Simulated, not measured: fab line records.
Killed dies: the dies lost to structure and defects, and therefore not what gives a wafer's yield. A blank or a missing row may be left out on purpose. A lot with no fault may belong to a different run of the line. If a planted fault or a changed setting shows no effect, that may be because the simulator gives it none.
A lot that was struck, set against a sound lot + flow sky130 + 35 out of 708 route steps
Sound: the wafers L340.2, L340.4, L340.5. The struck wafers were L334.1, L334.3, L334.4. The cause comes at the end.
Each step with rows lists, per side, the tool, then ch with its chambers, then its first start. Under that, the readings that differ: sound wafers + struck wafers + difference of the means + sigmas: that difference in standard deviations of wafers without a fault.
alike: same words and numbers on both sides, and readings whose means sit less than 2 such deviations apart. not compared: any withheld reading, any reading some wafer has no value for, any bound like >300 that may hide the same value, and any number with overlapping values for which the record gives no deviation.
A row with sigmas, a row that says differs or no value, or rows on one side alone: a step with any of these is where the two part. When numbers do not overlap yet have no deviation, they are printed without sigmas and do not part them. A reading missing from all wafers of one side parts the sides only when that side holds two or more wafers.

SKY_SD_P_CD_MEAS_07: target cd 380 nm.
  struck on cd sem-02, day 29 09:27; sound on cd sem-01, day 31 09:01
  alike: cd nm
SKY_SD_P_OVL_MEAS_08:
  struck on overlay-01, day 29 09:34; sound on overlay-02, day 31 09:08
  alike: SD_P_OVL
following that, these wafers have no rows for 1 step: SKY_SD_P_IMPLANT_09.
SKY_SD_P_STRIP_10: strips in O2/N2.
  sound on plasma asher-04 ch 0,1, day 31 09:19; struck on plasma asher-03 ch 0,1, day 29 09:46
  alike: drypump motor current A, oes product au, strip time to endpoint s
  not compared: rf hours counter h
SKY_SD_P_TW_MEAS_11:
  struck on film metro-03, day 29 09:52; sound on film metro-03, day 31 09:25
  alike: SD_P_TW
then, 7 steps without rows for these wafers: SKY_RES_XHIGH_DEHYDRATE_00 (time 60 s); SKY_RES_XHIGH_HMDS_01 (prime time 60 s); SKY_RES_XHIGH_COAT_02 (resist thk 1140 nm); SKY_RES_XHIGH_SOFTBAKE_03 (time 60 s); SKY_RES_XHIGH_EXPOSE_04 (exposes mask URPM, target cd 1270 nm); SKY_RES_XHIGH_PEB_05; SKY_RES_XHIGH_DEVELOP_06 (develop time 60 s).
SKY_RES_XHIGH_IMPLANT_07:
  sound on implanter-03 ch 0, day 32 11:43; struck on implanter-01 ch 0, day 30 14:31
| reading            | sound                         | struck                    | difference | sigmas      |
|--------------------|-------------------------------|---------------------------|------------|-------------|
| beam on s (s)      | 34.7 37.9 37.5                | 10.0 9.8 10.4             | -26.6      | -13         |
| dose ions cm2      | 3.601e+14 3.603e+14 3.602e+14 | 7.59e+13 7.6e+13 7.61e+13 | -2.84e+14  | -99 or more |
| faraday current uA | 581 536 541                   | 425 433 405               | -132       | -5          |
SKY_RES_XHIGH_STRIP_08: strips in O2/N2.
  sound on plasma asher-04 ch 0,1, day 32 11:50; struck on plasma asher-02 ch 0,1, day 30 14:40
| reading                      | sound             | struck            | difference | sigmas |
|------------------------------|-------------------|-------------------|------------|--------|
| strip time to endpoint s (s) | 14.30 14.28 14.30 | 14.23 14.16 14.20 | -0.10      | -3     |
  alike: drypump motor current A, oes product au
  not compared: rf hours counter h
SKY_RES_XHIGH_TW_MEAS_09:
  struck on film metro-01, day 30 14:46; sound on film metro-01, day 32 11:59
| reading      | sound          | struck      | difference | sigmas |
|--------------|----------------|-------------|------------|--------|
| RES_XHIGH_TW | 1628 1622 1618 | 985 996 989 | -633       | -45    |
then, 7 steps without rows for these wafers: SKY_SD_N_DEHYDRATE_00 (time 60 s); SKY_SD_N_HMDS_01 (prime time 60 s); SKY_SD_N_COAT_02 (resist thk 1140 nm); SKY_SD_N_SOFTBAKE_03 (time 60 s); SKY_SD_N_EXPOSE_04 (exposes mask NSDM, target cd 380 nm); SKY_SD_N_PEB_05; SKY_SD_N_DEVELOP_06 (develop time 60 s).
SKY_SD_N_CD_MEAS_07: target cd 380 nm.
  struck on cd sem-02, day 31 17:32; sound on cd sem-01, day 33 13:23
  alike: cd nm
SKY_SD_N_OVL_MEAS_08:
  struck on overlay-01, day 31 17:40; sound on overlay-02, day 33 13:29
  alike: SD_N_OVL
then, 2 steps without rows for these wafers: SKY_SD_N_IMPLANT_09; SKY_SD_N_IMPLANT_10.
SKY_SD_N_STRIP_11: strips in O2/N2.
  sound on plasma asher-01 ch 0,1, day 33 13:49; struck on plasma asher-03 ch 0,1, day 31 18:00
| reading                     | sound       | struck      | difference | sigmas |
|-----------------------------|-------------|-------------|------------|--------|
| drypump motor current A (A) | 6.7 6.7 6.1 | 5.7 5.7 5.8 | -0.8       | -2     |
  alike: oes product au, strip time to endpoint s
  not compared: rf hours counter h
SKY_SD_N_TW_MEAS_12:
  struck on film metro-04, day 31 18:06; sound on film metro-01, day 33 13:56
  alike: SD_N_TW
then, 1 step without rows for these wafers: SKY_SD_N_CLEAN_13 (cleans in SC1/SC2, time 150 s).
SKY_SD_N_RTA_14: time 2 s.
  sound on rtp anneal-01 ch 0, day 33 14:02; struck on rtp anneal-01 ch 0, day 31 18:13
  alike: lamp power pct, wafer_temp_C_max
SKY_SD_N_RS_MEAS_16: uses a four-point probe to measure.
  struck on film metro-01, day 31 18:23; sound on film metro-03, day 33 14:14
  alike: SD_N_RS
SKY_SD_N_RS_MEAS_17: uses a four-point probe to measure.
  struck on film metro-01, day 31 18:30; sound on film metro-03, day 33 14:21
  alike: SD_P_RS
SKY_SD_N_RS_MEAS_18: uses a four-point probe to measure.
  struck on film metro-01, day 31 18:37; sound on film metro-03, day 33 14:28
| reading               | sound             | struck               | difference | sigmas      |
|-----------------------|-------------------|----------------------|------------|-------------|
| RES_XHIGH_RS (ohm/sq) | 331.4 332.6 333.0 | 1191.8 1176.4 1181.3 | +850.8     | +99 or more |
then, 1 step without rows for these wafers: SKY_SALICIDE_CLEAN_00 (cleans in HF-last, time 30 s).
-- the record jumps here: 17 days lie between the struck wafers' starts before and after (it left off in module SALICIDE and takes up again in module PAD_OPEN, whose first step shown is number 708 of the route) --
SKY_PAD_OPEN_PROBE_99:
  struck on prober-02, day 48 10:10; sound on prober-02, day 49 19:52
| reading                       | sound    | struck   | difference | sigmas |
|-------------------------------|----------|----------|------------|--------|
| killed at contacts            | 26 39 30 | 19 16 18 | -14        | -2     |
| killed short                  | 45 43 44 | 33 36 26 | -12        | -2     |
| model.etest.res xhigh po.open | 0 0 0    | 1 1 1    | +1         |        |
  alike: killed_at_M0_to_M3, killed_at_M4_up, killed at front end, killed at other, killed dies, killed open

WHERE THEY PART
First at SKY_RES_XHIGH_IMPLANT_07; last, within this record, at SKY_PAD_OPEN_PROBE_99.

WHY: what had been put in by the simulator
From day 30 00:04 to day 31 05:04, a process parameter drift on implanter-01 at SKY_RES_XHIGH_IMPLANT_07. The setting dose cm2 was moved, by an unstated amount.
